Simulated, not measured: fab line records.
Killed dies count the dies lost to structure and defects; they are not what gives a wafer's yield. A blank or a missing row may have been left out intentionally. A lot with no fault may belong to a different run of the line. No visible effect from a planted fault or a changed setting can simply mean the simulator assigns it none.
fab line records    flow sky130
record: lots: 6  wafers: 18  lastDay: 50
route steps=708 shown CAP2M@616 METAL4@621 PAD_OPEN@708
lots that met no fault: from a run of the same line without faults
startH: start of the lot's first displayed wafer, in hours after the record's first day    waitH: hours from the lot's prior step to this one    " unchanged from the row above    L1.1+2: several wafers, shown together as one row    - no value, or no start was given    * or withheld: withheld    < > ~ a bound
route shown NAME@n: names a module that has steps shown in the file, with the first one's number in the route    usual: mean and standard deviation over wafers with no fault    same: alike in all rows    chamber/n: place in a boat    sites: readings site by site    _std_site: standard deviation of those values    _edge_site: mean of outer sites minus mean of inner sites    radiusMm: how far each site lies from the wafer's centre    mask NAME#n: copy n    behind: the most recent tool/chamber to have shaped the wafer    hold: the reason the lot was held/the length of the hold in hours/how it ended    device: which transistor (n, p or np) failed to switch    end of line: the same wafers' tests at the end of the route    a step given without rows: its recipe and nothing more    killed: count of dies lost to structure and defects at first sort (not the wafer's yield)    map: dies across one wafer; x = killed, . = not, _ = none there
set.NAME: the setting that was run; set.NAME@STEP: the one run at that earlier step    model.NAME: the simulator's own value behind a step, which no gauge read
lots seen at some steps along the route; tables by step, rows by wafer
services: when a tool's chamber went out of use (startH, in hours from the record's first day, below 0 if earlier), for how many hours, and the reason
== steps ==
step: SKY_CAP2M_METAL_ETCH_13
recipe: targetDepthNm: 220  stopOn: SiO2  chemistry: Cl2/BCl3  target: TiN  pressureMtorr: 10  icpW: 900  biasW: 48.5  Cl2_flow_sccm: 60  bcl3FlowSccm: 30  timeS: 62.9
usual: drypumpMotorCurrentA: 5.7/0.6  oesProductAu: 0.938/0.0081  throttleValvePct: 21.904/0.01
lot.wafer  tool         chamber  startH   waitH  drypumpMotorCurrentA  oesProductAu  rfHoursCounterH  throttleValvePct
L747.1     rieMetal-02  0        960.98   0.0    5.5                   0.946         11               21.874
L747.3     "            0        "        "      5.5                   0.942         -                21.896
L747.6     "            1        "        "      6.2                   0.944         -                21.917
L749.2     rieMetal-03  0        972.51   0.0    5.2                   0.941         8                21.905
L749.3     "            0        "        "      5.2                   0.937         -                21.904
L749.5     "            0        "        "      5.2                   0.946         -                21.903
L758.2     rieMetal-03  1        1039.27  0.0    5.0                   0.937         18               21.921
L758.3     "            1        "        "      5.0                   0.929         -                21.922
L758.6     "            1        "        "      5.0                   0.931         -                21.916
L766.2     rieMetal-03  0        1086.42  0.0    5.2                   0.945         14               21.903
L766.4     "            1        "        "      5.0                   0.937         -                21.893
L766.5     "            0        "        "      5.2                   0.935         -                21.916
L767.2     rieMetal-01  0        1087.87  0.0    6.1                   0.946         8                21.913
L767.3     "            0        "        "      6.1                   0.936         -                21.896
L767.5     "            1        "        "      6.6                   0.940         -                21.867
L768.4     rieMetal-03  1        1091.64  0.0    5.0                   0.942         -                21.899
L768.5     "            0        "        "      5.2                   0.927         -                21.919
L768.6     "            1        "        "      5.0                   0.950         -                21.904
step: SKY_CAP2M_STRIP_14
recipe: chemistry: O2/N2  powerW: 1400  pressureMtorr: 1500  platenTempC: withheld  o2FlowSccm: 3000  n2FlowSccm: 300  overashFraction: 0.5
usual: drypumpMotorCurrentA: 6.1/0.44  oesProductAu: 0.710/0.0049  stripTimeToEndpointS: 12.65/0.048
lot.wafer  tool            chamber  startH   waitH  drypumpMotorCurrentA  oesProductAu  rfHoursCounterH  stripTimeToEndpointS
L747.1     plasmaAsher-04  1        961.06   0.1    6.4                   0.716         40               12.61
L747.3     "               1        "        "      6.4                   0.704         -                12.63
L747.6     "               0        "        "      5.9                   0.706         -                12.65
L749.2     plasmaAsher-01  1        972.59   0.1    5.7                   0.708         25               12.61
L749.3     "               0        "        "      6.7                   0.714         -                12.63
L749.5     "               0        "        "      6.7                   0.696         -                12.63
L758.2     plasmaAsher-02  0        1039.34  0.1    5.4                   0.704         127              12.61
L758.3     "               0        "        "      5.4                   0.705         -                12.63
L758.6     "               1        "        "      6.2                   0.709         -                12.65
L766.2     plasmaAsher-04  0        1086.49  0.1    5.9                   0.711         53               12.60
L766.4     "               0        "        "      5.9                   0.696         -                12.66
L766.5     "               0        "        "      5.9                   0.714         -                12.62
L767.2     plasmaAsher-01  1        1087.94  0.1    5.7                   0.719         35               12.75
L767.3     "               1        "        "      5.7                   0.714         -                12.77
L767.5     "               0        "        "      6.7                   0.716         -                12.74
L768.4     plasmaAsher-02  0        1091.73  0.1    5.4                   0.707         -                12.61
L768.5     "               0        "        "      5.4                   0.708         -                12.63
L768.6     "               1        "        "      6.2                   0.713         -                12.67
step: SKY_CAP2M_STRIP_15
recipe: chemistry: postEtchResidueRemover  timeS: 1200  tempC: 72.5
step: SKY_CAP2M_CLEAN_16
recipe: chemistry: IPA  timeS: 180  tempC: 25
step: SKY_CAP2M_CLEAN_17
recipe: chemistry: O3/DIW  dry: n2Spin
step: SKY_METAL4_DEHYDRATE_05
recipe: tempC: 200  timeS: 60
step: SKY_METAL4_HMDS_06
recipe: primeTimeS: 60  primeTempC: 120
step: SKY_METAL4_COAT_07
recipe: resist: BARC  tempC: withheld  timeS: withheld  spinRpm: 3000  resistThkNm: 60
step: SKY_METAL4_COAT_08
recipe: resist: KrF-thick  spinRpm: 3000  resistThkNm: 1140
step: SKY_METAL4_SOFTBAKE_09
recipe: tempC: 100  timeS: 90  resist: KrF-thick
step: SKY_METAL4_EXPOSE_10
recipe: maskId: MM4  na: 0.68  sourceShape: annular  sigmaInner: 0.4  sigmaOuter: 0.8  targetCdNm: 300  doseMj: 28
step: SKY_METAL4_PEB_11
recipe: pebTempC: withheld  pebTimeS: withheld  resist: KrF-thick
step: SKY_METAL4_DEVELOP_12
recipe: developTimeS: 60  resist: KrF-thick  devTempC: 21
usual: developerTempC: 21.00/0.1  exhaustPa: 45.0/0.96  resistLineTempC: 23.01/0.096
lot.wafer  tool           chamber  startH  waitH  developerTempC  exhaustPa  resistLineTempC
L747.1     lithoTrack-03  0        985     -      21.02           44.9       23.05
L747.3     "              0        "       "      20.87           44.7       23.08
L747.6     "              0        "       "      21.01           44.5       23.02
L749.2     lithoTrack-04  0        997     -      20.97           44.6       23.15
L749.3     "              0        "       "      20.99           46.1       23.00
L749.5     "              0        "       "      20.98           45.4       23.07
L758.2     lithoTrack-01  0        1062    -      20.97           44.9       23.00
L758.3     "              0        "       "      20.82           43.5       22.92
L758.6     "              0        "       "      20.84           45.2       22.92
L766.2     lithoTrack-03  0        1107    -      21.63           44.2       23.00
L766.4     "              0        "       "      21.54           44.9       23.07
L766.5     "              0        "       "      21.62           44.9       23.15
L767.2     lithoTrack-03  0        1108    -      21.88           45.6       22.82
L767.3     "              0        "       "      21.67           44.0       22.96
L767.5     "              0        "       "      21.67           43.8       23.14
L768.4     lithoTrack-01  0        1111    -      20.89           45.8       23.01
L768.5     "              0        "       "      20.92           45.6       22.94
L768.6     "              0        1112    -      20.82           45.7       22.96
step: SKY_METAL4_CD_MEAS_13
recipe: targetCdNm: 300
usual: cdNm: 300.2/1.5
lot.wafer  tool      chamber  startH   waitH  cdNm
L747.1     cdSem-02  -        985.80   -      299.1
L747.3     "         -        "        "      300.7
L747.6     "         -        "        "      300.2
L749.2     cdSem-02  -        997.46   -      296.7
L749.3     "         -        "        "      299.0
L749.5     "         -        "        "      298.9
L758.2     cdSem-01  -        1062.17  -      298.7
L758.3     "         -        "        "      300.2
L758.6     "         -        "        "      298.0
L766.2     cdSem-01  -        1107.62  -      299.1
L766.4     "         -        "        "      299.6
L766.5     "         -        "        "      298.8
L767.2     cdSem-01  -        1108.77  -      298.9
L767.3     "         -        "        "      298.7
L767.5     "         -        "        "      299.1
L768.4     cdSem-01  -        1112.11  -      298.2
L768.5     "         -        "        "      299.8
L768.6     "         -        "        "      299.1
step: SKY_PAD_OPEN_PROBE_99
usual: defectLimitedYield: 82.2/1.9  killed_at_M0_to_M3: 44/6.6  killed_at_M4_up: 3.4/1.9  killedAtContacts: 25/5.6  killedAtFrontEnd: 15/4.6  killedAtOther: 0.3/0.6  killedDies: 88/9.5  killedOpen: 47/7.1  killedShort: 40/6.4  sort_bin_3_pad_short: 1.0/0.47  sort_bin_5_function: 10.4/1.4  sort_bin_6_memory: 6.4/1.1  sortNPass: 404/9.5  sortYieldPct: 82.2/1.9
same: grossDies: 492  killedAtBackSide: 0  sort_bin_4_leakage[%]: 0  sort_bin_8_speed[%]: 0
lot.wafer  tool       chamber  startH   waitH  defectLimitedYield[%]  killed_at_M0_to_M3  killed_at_M4_up  killedAtContacts  killedAtFrontEnd  killedAtOther  killedDies  killedOpen  killedShort  sort_bin_3_pad_short[%]  sort_bin_5_function[%]  sort_bin_6_memory[%]  sortNPass  sortYieldPct[%]
L747.1     prober-01  -        1082.58  0.1    85.0                   48                  2                16                8                 0              74          45          29           1.0                      8.5                     5.5                   418        85.0
L747.3     prober-01  -        1082.68  0.2    80.9                   52                  2                23                16                1              94          52          42           1.0                      10.8                    7.3                   398        80.9
L747.6     prober-01  -        1082.83  0.2    82.3                   46                  2                26                12                1              87          41          46           0.8                      9.1                     7.7                   405        82.3
L749.2     prober-01  -        1092.97  0.1    80.5                   53                  2                24                17                0              96          43          53           1.2                      10.8                    7.5                   396        80.5
L749.3     prober-01  -        1093.02  0.2    84.1                   37                  1                31                9                 0              78          38          40           1.0                      9.6                     5.3                   414        84.1
L749.5     prober-01  -        1093.12  0.2    82.3                   46                  2                22                17                0              87          45          42           0.8                      12.0                    4.9                   405        82.3
L758.2     prober-02  -        1148.87  0.1    82.1                   45                  2                19                21                1              88          47          39           0.6                      11.0                    6.3                   404        82.1
L758.3     prober-02  -        1148.92  0.2    85.0                   40                  7                15                12                0              74          38          36           0.6                      10.4                    4.1                   418        85.0
L758.6     prober-02  -        1149.07  0.2    81.5                   43                  2                29                17                0              91          54          37           0.8                      10.6                    7.1                   401        81.5
L768.4     prober-01  -        1189.81  0.2    79.3                   51                  5                26                19                1              102         46          56           0.6                      11.2                    8.9                   390        79.3
L768.5     prober-01  -        1189.86  0.2    84.8                   32                  5                24                14                0              75          34          41           1.0                      9.3                     4.9                   417        84.8
L768.6     prober-01  -        1189.91  0.2    81.1                   45                  2                31                15                0              93          51          42           0.8                      12.4                    5.7                   399        81.1
killed by level:class
L747.1 VIA1:geometricParticle:open=18 VIA2:geometricParticle:open=6 METAL1:geometricParticle:short=6 LI_CONTACT:geometricParticle:open=5 CONTACT:geometricParticle:open=5 VIA3:geometricParticle:short=4 VIA3:geometricParticle:open=4 LI_CONTACT:geometricParticle:short=3
L747.3 VIA1:geometricParticle:open=14 CONTACT:geometricParticle:open=9 METAL2:geometricParticle:short=8 VIA3:geometricParticle:open=7 CONTACT:geometricParticle:short=6 METAL1:geometricParticle:short=6 POLY_GATE:geometricParticle:open=5 VIA1:geometricParticle:short=4
L747.6 VIA1:geometricParticle:short=12 CONTACT:geometricParticle:open=10 VIA1:geometricParticle:open=8 METAL2:geometricParticle:short=6 VIA2:geometricParticle:open=6 FIELD_ISO:geometricParticle:short=5 LI_CONTACT:geometricParticle:open=5 METAL1:geometricParticle:short=5
L749.2 METAL2:geometricParticle:short=11 VIA1:geometricParticle:short=10 VIA1:geometricParticle:open=8 LI_CONTACT:geometricParticle:open=7 VIA2:geometricParticle:open=7 CONTACT:geometricParticle:short=6 FIELD_ISO:geometricParticle:short=5 CONTACT:geometricParticle:open=5
L749.3 CONTACT:geometricParticle:open=10 LOCAL_INTERCONNECT:geometricParticle:short=8 LI_CONTACT:geometricParticle:open=7 METAL2:geometricParticle:short=7 METAL1:geometricParticle:short=6 VIA1:geometricParticle:short=6 VIA3:geometricParticle:open=5 CONTACT:geometricParticle:short=4
L749.5 CONTACT:geometricParticle:open=11 VIA1:geometricParticle:open=9 METAL2:geometricParticle:short=8 METAL1:geometricParticle:short=8 VIA2:geometricParticle:open=6 FIELD_ISO:geometricParticle:short=5 FIELD_ISO:geometricParticle:open=5 CONTACT:geometricParticle:short=4
L758.2 VIA1:geometricParticle:open=9 CONTACT:geometricParticle:open=8 VIA2:geometricParticle:open=8 FIELD_ISO:geometricParticle:short=7 METAL1:geometricParticle:short=6 FIELD_ISO:geometricParticle:open=4 CONTACT:geometricParticle:short=4 METAL2:geometricParticle:short=4
L758.3 VIA3:geometricParticle:open=6 LI_CONTACT:geometricParticle:open=5 VIA2:geometricParticle:open=5 CONTACT:geometricParticle:open=5 VIA1:geometricParticle:open=5 METAL2:geometricParticle:short=5 VIA2:geometricParticle:short=5 METAL3:geometricParticle:short=5
L758.6 VIA1:geometricParticle:open=13 LI_CONTACT:geometricParticle:open=12 METAL1:geometricParticle:short=8 FIELD_ISO:geometricParticle:open=7 CONTACT:geometricParticle:open=7 FIELD_ISO:geometricParticle:short=6 CONTACT:geometricParticle:short=5 METAL2:geometricParticle:short=5
L768.4 CONTACT:geometricParticle:open=11 VIA1:geometricParticle:open=11 METAL3:geometricParticle:short=8 POLY_GATE:geometricParticle:short=7 VIA2:geometricParticle:open=7 METAL1:geometricParticle:short=7 METAL2:geometricParticle:short=6 CONTACT:geometricParticle:short=5
L768.5 CONTACT:geometricParticle:open=9 CONTACT:geometricParticle:short=6 VIA2:geometricParticle:open=6 POLY_GATE:geometricParticle:short=5 LI_CONTACT:geometricParticle:open=5 METAL1:geometricParticle:short=4 METAL2:geometricParticle:short=4 FIELD_ISO:geometricParticle:short=3
L768.6 VIA1:geometricParticle:open=11 CONTACT:geometricParticle:open=9 LOCAL_INTERCONNECT:geometricParticle:short=8 LI_CONTACT:geometricParticle:open=7 METAL1:geometricParticle:short=7 VIA3:geometricParticle:open=6 FIELD_ISO:geometricParticle:open=5 VIA2:geometricParticle:short=5
== services ==
tool            chamber  startH   hours  kind
rieMetal-03     0        952.16   6.0    repair
lithoTrack-03   -        1029.79  -      consumableReplace:filter
plasmaAsher-02  -        1055.28  9.0    pm
plasmaAsher-02  0        1055.28  9.0    ventCycle
plasmaAsher-02  1        1055.28  9.0    ventCycle
rieMetal-01     -        1055.53  2.4    repair
plasmaAsher-01  -        1061.15  12.7   repair
plasmaAsher-02  0        1064.28  -      clean
plasmaAsher-02  1        1064.28  -      clean
plasmaAsher-01  -        1097.38  1.3    repair
== key ==
firstSign: step: SKY_METAL4_DEVELOP_12  reading: developerTempC  direction: up  sigmas: 6.5  usual: *  struck: *
effect none on later readings
metAt SKY_METAL4_DEVELOP_12
struckWafers L766.2,L766.4,L766.5,L767.2,L767.3,L767.5
onsetBetween 985 1107
fault: kind: processParameterDrift  tool: lithoTrack-03  chamber: -  onsetH: 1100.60  steps: SKY_METAL4_DEVELOP_12  channel: devTempC  offset: *  shape: step  endH: 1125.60  actsIn: *  stated: *
